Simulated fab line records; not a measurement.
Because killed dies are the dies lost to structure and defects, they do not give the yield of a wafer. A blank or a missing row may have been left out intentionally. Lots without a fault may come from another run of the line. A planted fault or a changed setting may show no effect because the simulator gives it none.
fab line records -- flow sky130 -- part 2 of 2: steps 32 to 43 of 43
record lots=5, wafers=15, last-day=50
route steps=708 shown SD_P@326 RES_XHIGH@332 SD_N@342 SALICIDE@361 LI_CONTACT@362
lots that met no fault: taken from a fault-free run of the same line
start-h: the number of hours between the record's first day and the start of the first shown wafer of the lot -- wait-h: time in hours since the lot's previous step -- " identical to the entry in the row above -- L1.1+2: a row that stands for several wafers -- - no value present, or no start provided -- * or withheld: withheld -- < > ~ a bound
route shown NAME@n: NAME is a module with steps in the file, n the number in the route of the first one -- usual: mean/standard deviation taken from wafers without a fault -- same: alike in all rows -- chamber/n: place in a boat -- sites: each site's reading -- _std_site: how widely they spread, as a standard deviation -- _edge_site: inner sites' mean taken away from outer sites' mean -- radius-mm: for every site, how far away it sits from the centre of the wafer -- mask NAME#n: copy n -- behind: the tool/chamber that last shaped the wafer -- hold: what put the lot on hold/how long, in hours/how the hold closed -- device: the transistor (n, p or np) that didn't switch -- end of line: the route-end tests of the same wafers -- where a step has no rows: the recipe by itself -- killed: dies that structure and defects cost at the first sort, which is not the same as the wafer's yield -- map: per-die view of a wafer (x killed, . not killed, _ where there is no die)
set.NAME: the setting that was run; set.NAME@STEP: the one run at that earlier step -- model.NAME: the simulator's own value behind a step, which no gauge read
lots at selected steps of the route; one table per step, one row per wafer
services: the hour from which a tool's chamber was out of use, counted from the record's first day as start-h (under 0 if before that day), plus the number of hours and why
## steps
# step SKY_SD_N_RS_MEAS_16
# recipe thk-meas-gauge=four-point-probe
# usual SD_N_RS=68.55/0.11
lot.wafer,tool,chamber,start-h,wait-h,SD_N_RS[ohm/sq]
L076.1,film-metro-02,-,662.74,0.1,68.57
L076.2,film-metro-02,-,662.74,0.1,68.40
L076.5,film-metro-02,-,662.74,0.1,68.48
L078.1,film-metro-01,-,697.89,0.1,68.61
L078.2,film-metro-01,-,697.89,0.1,68.80
L078.3,film-metro-01,-,697.89,0.1,68.55
L083.1,film-metro-03,-,749.00,0.1,68.60
L083.3,film-metro-03,-,749.00,0.1,68.77
L083.5,film-metro-03,-,749.00,0.1,68.71
L087.1,film-metro-01,-,758.30,0.1,68.27
L087.3,film-metro-01,-,758.30,0.1,68.41
L087.6,film-metro-01,-,758.30,0.1,68.36
L096.1,film-metro-02,-,819.85,0.1,68.38
L096.3,film-metro-02,-,819.85,0.1,68.50
L096.5,film-metro-02,-,819.85,0.1,68.43
# step SKY_SD_N_RS_MEAS_17
# recipe thk-meas-gauge=four-point-probe
# usual SD_P_RS=147.1/0.36
lot.wafer,tool,chamber,start-h,wait-h,SD_P_RS[ohm/sq]
L076.1,film-metro-02,-,662.86,0.1,146.9
L076.2,film-metro-02,-,662.86,0.1,146.9
L076.5,film-metro-02,-,662.86,0.1,146.7
L078.1,film-metro-01,-,698.01,0.1,147.0
L078.2,film-metro-01,-,698.01,0.1,147.3
L078.3,film-metro-01,-,698.01,0.1,146.8
L083.1,film-metro-03,-,749.12,0.1,147.0
L083.3,film-metro-03,-,749.12,0.1,146.9
L083.5,film-metro-03,-,749.12,0.1,147.3
L087.1,film-metro-01,-,758.42,0.1,146.6
L087.3,film-metro-01,-,758.42,0.1,146.9
L087.6,film-metro-01,-,758.42,0.1,146.5
L096.1,film-metro-02,-,819.97,0.1,147.3
L096.3,film-metro-02,-,819.97,0.1,147.5
L096.5,film-metro-02,-,819.97,0.1,147.6
# step SKY_SD_N_RS_MEAS_18
# recipe thk-meas-gauge=four-point-probe
# usual RES_XHIGH_RS=333.1/1.1
lot.wafer,tool,chamber,start-h,wait-h,RES_XHIGH_RS[ohm/sq]
L076.1,film-metro-02,-,662.98,0.1,334.0
L076.2,film-metro-02,-,662.98,0.1,334.6
L076.5,film-metro-02,-,662.98,0.1,335.2
L078.1,film-metro-01,-,698.13,0.1,330.8
L078.2,film-metro-01,-,698.13,0.1,332.0
L078.3,film-metro-01,-,698.13,0.1,332.2
L083.1,film-metro-03,-,749.24,0.1,332.8
L083.3,film-metro-03,-,749.24,0.1,332.8
L083.5,film-metro-03,-,749.24,0.1,332.9
L087.1,film-metro-01,-,758.54,0.1,333.5
L087.3,film-metro-01,-,758.54,0.1,333.5
L087.6,film-metro-01,-,758.54,0.1,333.2
L096.1,film-metro-02,-,820.09,0.1,332.2
L096.3,film-metro-02,-,820.09,0.1,332.9
L096.5,film-metro-02,-,820.09,0.1,332.6
# step SKY_SALICIDE_CLEAN_00
# recipe chemistry=HF-last, time-s=30, dilution=100:1, dry=ipa-marangoni
lot.wafer,tool,chamber,start-h,wait-h
L076.1+2+5,wet-bench-02,0,663.10,0.1
L078.1+2+3,wet-bench-02,0,698.25,0.1
L083.1+3+5,wet-bench-01,1,749.36,0.1
L087.1+3+6,wet-bench-02,3,758.66,0.1
L096.1+3+5,wet-bench-03,1,820.21,0.1
# step SKY_LI_CONTACT_HDPCVD_00
# recipe material=PSG, target-thk-nm=930, sigma-open-frac=0.3, time-s=155, temp-c=600, sih4-flow-sccm=60, pressure-mtorr=6
lot.wafer,tool,chamber,start-h,wait-h
L076.1+2+5,hdpcvd-02,"1,2,1",663.12,0.0
L078.1+2+3,hdpcvd-02,"0,2,1",698.27,0.0
L083.1+3+5,hdpcvd-01,"2,1,0",749.38,0.0
L087.1+3+6,hdpcvd-02,"2,1,0",758.68,0.0
L096.1+3+5,hdpcvd-01,"0,2,1",820.23,0.0
# step SKY_LI_CONTACT_THK_MEAS_01
# recipe reads=PSG_of_LI_CONTACT_HDPCVD_00
# usual LI_CONTACT_HDPCVD_THK=927/11
lot.wafer,tool,chamber,start-h,wait-h,LI_CONTACT_HDPCVD_THK[nm]
L076.1,film-metro-02,-,663.22,0.1,916
L076.2,film-metro-02,-,663.22,0.1,924
L076.5,film-metro-02,-,663.22,0.1,909
L078.1,film-metro-02,-,698.37,0.1,927
L078.2,film-metro-02,-,698.37,0.1,921
L078.3,film-metro-02,-,698.37,0.1,925
L083.1,film-metro-03,-,749.48,0.1,928
L083.3,film-metro-03,-,749.48,0.1,929
L083.5,film-metro-03,-,749.48,0.1,933
L087.1,film-metro-02,-,758.78,0.1,912
L087.3,film-metro-02,-,758.78,0.1,915
L087.6,film-metro-02,-,758.78,0.1,941
L096.1,film-metro-01,-,820.33,0.1,933
L096.3,film-metro-01,-,820.33,0.1,922
L096.5,film-metro-01,-,820.33,0.1,915
# step SKY_LI_CONTACT_CMP_02
# recipe material=PSG, down-force-psi=4, platen-rpm=60, pad-velocity-m-s=0.94248
# usual motor-current-A=12.2/1.2, time-to-endpoint-s=32.2/2.6
lot.wafer,tool,chamber,start-h,wait-h,motor-current-A,time-to-endpoint-s
L076.2,cmp-02,0,663.33,0.1,12.7,32.2
L076.1,cmp-02,2,663.33,0.1,11.9,31.7
L076.5,cmp-02,3,663.33,0.1,11.0,30.3
L078.3,cmp-01,3,698.43,0.0,12.6,33.9
L078.1,cmp-01,1,698.43,0.0,13.4,31.6
L078.2,cmp-01,2,698.43,0.0,9.9,32.0
L083.3,cmp-01,2,749.54,0.0,10.3,36.6
L083.1,cmp-01,0,749.54,0.0,12.4,37.6
L083.5,cmp-01,3,749.54,0.0,12.4,38.5
L087.1,cmp-02,3,758.84,0.1,11.1,31.5
L087.3,cmp-02,2,758.84,0.1,12.4,27.6
L087.6,cmp-02,0,758.84,0.1,12.9,32.8
L096.3,cmp-02,1,820.49,0.1,13.8,30.4
L096.1,cmp-02,2,820.49,0.1,12.4,31.9
L096.5,cmp-02,0,820.49,0.1,12.5,34.3
# step SKY_LI_CONTACT_BOW_MEAS_03
# recipe mode=bow
# usual LI_CONTACT_BOW=55/6.3
lot.wafer,tool,chamber,start-h,wait-h,LI_CONTACT_BOW[um]
L076.1,film-metro-01,-,663.58,0.1,51
L076.2,film-metro-01,-,663.58,0.1,58
L076.5,film-metro-01,-,663.58,0.1,68
L078.1,film-metro-02,-,698.73,0.1,58
L078.2,film-metro-02,-,698.73,0.1,51
L078.3,film-metro-02,-,698.73,0.1,58
L083.1,film-metro-01,-,749.84,0.1,63
L083.3,film-metro-01,-,749.84,0.1,52
L083.5,film-metro-01,-,749.84,0.1,60
L087.1,film-metro-01,-,759.14,0.2,54
L087.3,film-metro-01,-,759.14,0.2,66
L087.6,film-metro-01,-,759.14,0.2,53
L096.1,film-metro-03,-,820.69,0.1,58
L096.3,film-metro-03,-,820.69,0.1,57
L096.5,film-metro-03,-,820.69,0.1,45
# step SKY_LI_CONTACT_DEHYDRATE_04
# recipe temp-c=200, time-s=60
lot.wafer,tool,chamber,start-h,wait-h
L076.1+2+5,litho-track-04,0,676.85,13.3
L078.1+2+3,litho-track-01,0,711.86,13.1
L083.1+3+5,litho-track-02,0,762.42,12.6
L087.1+3+6,litho-track-01,0,772.26,13.1
L096.1+3+5,litho-track-04,0,833.10,12.4
# step SKY_LI_CONTACT_HMDS_05
# recipe prime-time-s=60, prime-temp-c=120
# usual prime-temp-c=120.00/0.14
lot.wafer,tool,chamber,start-h,wait-h,prime-temp-c
L076.1,litho-track-04,0,677.00,0.1,119.90
L076.2,litho-track-04,0,677.00,0.1,119.74
L076.5,litho-track-04,0,677.00,0.1,119.91
L078.1,litho-track-01,0,712.01,0.1,120.04
L078.2,litho-track-01,0,712.01,0.1,120.10
L078.3,litho-track-01,0,712.01,0.1,120.14
L083.1,litho-track-02,0,762.57,0.1,119.75
L083.3,litho-track-02,0,762.57,0.1,119.91
L083.5,litho-track-02,0,762.57,0.1,119.92
L087.1,litho-track-01,0,772.41,0.1,119.92
L087.3,litho-track-01,0,772.41,0.1,119.72
L087.6,litho-track-01,0,772.41,0.1,119.96
L096.1,litho-track-04,0,833.25,0.1,119.87
L096.3,litho-track-04,0,833.25,0.1,119.92
L096.5,litho-track-04,0,833.25,0.1,120.02
# step SKY_LI_CONTACT_COAT_06
# recipe resist=BARC, temp-c=withheld, time-s=withheld, spin-rpm=3000, resist-thk-nm=60
lot.wafer,tool,chamber,start-h,wait-h
L076.1+2+5,litho-track-04,0,677.15,0.1
L078.1+2+3,litho-track-01,0,712.16,0.1
L083.1+3+5,litho-track-02,0,762.72,0.1
L087.1+3+6,litho-track-01,0,772.56,0.1
L096.1+3+5,litho-track-04,0,833.40,0.1
# step SKY_LI_CONTACT_COAT_07
# recipe resist=KrF-thick, spin-rpm=3000, resist-thk-nm=450
lot.wafer,tool,chamber,start-h,wait-h
L076.1+2+5,litho-track-04,0,-,-
L078.1+2+3,litho-track-01,0,-,-
L083.1+3+5,litho-track-02,0,-,-
L087.1+3+6,litho-track-01,0,-,-
L096.1+3+5,litho-track-04,0,-,-
## services
tool,chamber,start-h,hours,kind
implanter-04,-,582.60,6.3,repair
implanter-03,-,587.68,5.0,repair
iline-stepper-01,-,594.51,2.1,pm
implanter-02,-,602.36,43.9,repair
iline-stepper-01,-,605.52,1.7,pm
iline-stepper-02,-,612.28,6.0,repair
implanter-04,-,624.80,2.8,repair
implanter-04,-,662.84,2.7,repair
iline-stepper-02,-,673.03,2.1,pm
iline-stepper-02,-,683.18,1.7,pm
implanter-01,-,693.24,3.0,repair
iline-stepper-01,-,697.35,6.2,repair
implanter-02,-,709.85,4.1,pm
implanter-01,-,721.98,1.2,repair
implanter-01,-,740.00,3.0,repair
implanter-01,-,744.56,6.5,pm
implanter-04,-,758.32,1.7,repair
iline-stepper-02,-,762.86,5.8,repair
implanter-01,-,811.90,3.6,pm
iline-stepper-02,-,815.95,8.9,pm
iline-stepper-01,-,824.84,1.7,pm
implanter-04,-,825.13,6.8,repair
implanter-02,-,831.66,6.9,repair
implanter-02,-,832.04,2.5,repair
